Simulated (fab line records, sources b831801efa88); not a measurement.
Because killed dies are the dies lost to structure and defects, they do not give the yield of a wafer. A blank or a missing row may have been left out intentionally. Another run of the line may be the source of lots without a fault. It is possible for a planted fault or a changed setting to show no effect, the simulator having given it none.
Chamber matching    flow sky130    4 sister chambers for SKY_CONTACT_CMP_04 on cmp-02
The step polishes SiO2. 18 wafers are shown with their chamber, then 9 later ones without.

== EACH WAFER AND ITS CHAMBER ==
wafer   chamber  motorCurrentA (A)  platenRpm (rpm)  timeToEndpointS (s)
L475.1  1        13.2               59.98            83
L475.3  2        11.7               59.98            81
L475.4  0        9.3                60.03            83
L477.1  2        11.9               60.04            86
L477.2  1        13.1               60.00            89
L477.6  1        13.7               60.02            88
L480.3  3        15.0               59.95            79
L480.5  2        12.3               59.99            83
L480.6  3        14.2               59.98            85
L482.1  2        11.2               59.94            83
L482.2  1        12.8               60.04            88
L482.3  0        9.0                59.96            81
L484.2  2        12.1               59.97            79
L484.3  0        9.2                60.07            80
L484.6  0        9.0                60.09            81
L492.3  0        8.9                60.04            84
L492.4  2        12.2               59.92            82
L492.5  2        12.3               59.90            82

SIGNATURES (averages over the wafers above)
reading          chamber 0  chamber 1  chamber 2  chamber 3  scatter within a chamber
motorCurrentA    9.080      13.200     11.957     14.600     0.359
platenRpm        60.0380    60.0100    59.9629    59.9650    0.0428
timeToEndpointS  81.80      87.00      82.29      82.00      2.36
Rule: a wafer's distance from a chamber is the root of the sum, over the readings, of the square of ((its reading less the chamber's mean) divided by the reading's scatter). The wafer belongs to the nearest chamber; if the next one is less than 2 further off, it can't be placed. The scatter is the square root of a quotient: the sum, over the shown wafers, of each reading's squared deviation from its chamber's mean, divided by wafers minus chambers.

== WAFERS WITH NO CHAMBER GIVEN ==
wafer   motorCurrentA (A)  platenRpm (rpm)  timeToEndpointS (s)
L495.1  11.8               60.02            82
L495.4  14.6               60.01            79
L495.6  9.4                59.95            79
L496.3  12.6               60.03            84
L496.5  13.9               60.03            84
L496.6  8.7                60.01            84
L497.2  11.2               59.98            81
L497.3  9.2                59.97            87
L497.6  14.8               59.96            82

== EACH ONE'S CHAMBER ==
wafer   from the rows above      in truth
L495.1  2                        2
L495.4  3                        3
L495.6  0                        0
L496.3  can't be placed: 1 or 2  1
L496.5  can't be placed: 1 or 3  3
L496.6  0                        0
L497.2  2                        2
L497.3  0                        0
L497.6  3                        3
Correctly placed: 7 of 9. From these rows, 2 cannot be placed; in 2 the true chamber is one of the candidates. Placed wrongly: 0.
